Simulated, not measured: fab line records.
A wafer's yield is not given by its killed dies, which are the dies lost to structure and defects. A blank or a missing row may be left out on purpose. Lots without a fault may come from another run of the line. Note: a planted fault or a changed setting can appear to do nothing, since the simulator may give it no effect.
Problem report in the 8D (eight disciplines) form, filled by code || flow sky130 || the parts of the form that need people (team, actions taken, sign-off) are left out

1. PROBLEM STATEMENT
Wafers free of any fault read 0.296 ohm/sq (standard deviation 0.0035) for VIA3_W_RS at SKY_VIA3_RS_MEAS_22, against a mean of 58.123 ohm/sq on 9 wafers of 3 lots. So: +99 or more standard deviations from the usual mean.
The step: measures by four-point-probe.
First seen on wafer L742.2, day 42 19:00, on filmMetro-02. The record has a number at this step for 39 wafers belonging to 13 lots. Rule for "out", or "out of limits": more than 4 standard deviations from the usual mean. Any other wafer with a number is counted as sound.

2. WHAT IT IS; WHAT IT IS NOT
{"question": "which readings at this step", "is": "VIA3_W_RS", "is not": "-"}
{"question": "which lots", "is": "L742, L744, L745", "is not": "L733, L736, L737, L739, L741, L743, L747, L750, L753, L755"}
{"question": "which wafers of those lots", "is": "all that have a number", "is not": "-"}
{"question": "read on which gauges", "is": "filmMetro-02", "is not": "filmMetro-03, filmMetro-04"}
{"question": "when", "is": "from day 42 19:00", "is not": "up to then (18 sound wafers); but 12 sound wafers of L747, L750, L753, L755 came after"}

3. WHAT RULES OUT EACH SUSPECT
Counting: a tool at any process step up to the reading remains a suspect when it ran all the lots that are out and ran no sound lot after the first of those.
- the gauge at SKY_VIA3_RS_MEAS_22: kept. All the wafers that are out were read on filmMetro-02, and no step on other tools shows them out.
- cvdW-01 at SKY_VIA3_CVD_21 (deposits W, target thk 390 nm, time 117.31 s): ruled out as a lasting fault. The sound lots L747, L750, L753, L755 went through it after L742, its earliest lot that is out (day 42 18:52).
Remaining after the count: filmMetro-02 at SKY_VIA3_RS_MEAS_22.

4. THE CAUSE (what the simulator had put in)
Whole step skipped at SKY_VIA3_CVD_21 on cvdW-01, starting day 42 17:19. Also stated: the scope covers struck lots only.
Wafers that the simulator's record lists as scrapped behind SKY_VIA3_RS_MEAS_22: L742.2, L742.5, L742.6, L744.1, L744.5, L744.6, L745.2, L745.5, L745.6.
It was ruled out by counting, in error; the rule expects a fault to strike all lots run on its tool from its start on, and this fault did not.

5. THE CHAIN OF EFFECTS, in route order
Each row: a reading where the mean over the struck wafers with a number is more than 3 standard deviations away from the usual. Readings are gone through only where the record gives a usual standard deviation; hours: the median, over the lots, of the time from a lot's start at the first step in this table giving one to that lot's start at this step; sigmas: the change measured in usual standard deviations.
{"hours": 0, "step": "SKY_VIA3_RS_MEAS_22", "reading": "VIA3_W_RS", "usual": "0.296 ohm/sq", "on struck wafers": 58.123, "change": "+57.827", "sigmas": "+99 or more"}
Readings that are blank on the struck wafers while sound wafers have them: chamberPressureTorr at SKY_VIA3_CVD_21; heaterPowerOuterW at SKY_VIA3_CVD_21; heaterPowerW at SKY_VIA3_CVD_21.

6. HOW IT WOULD HAVE BEEN CAUGHT EARLIER
In this record the first reading out of limits at a measuring or inspecting step was taken at day 42 19:00, 2 hours after the fault began at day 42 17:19.
At SKY_VIA3_CVD_21 the tool's readings are blank on the struck wafers, where sound wafers have them: an empty tool record is the first sign, and it was there at once.
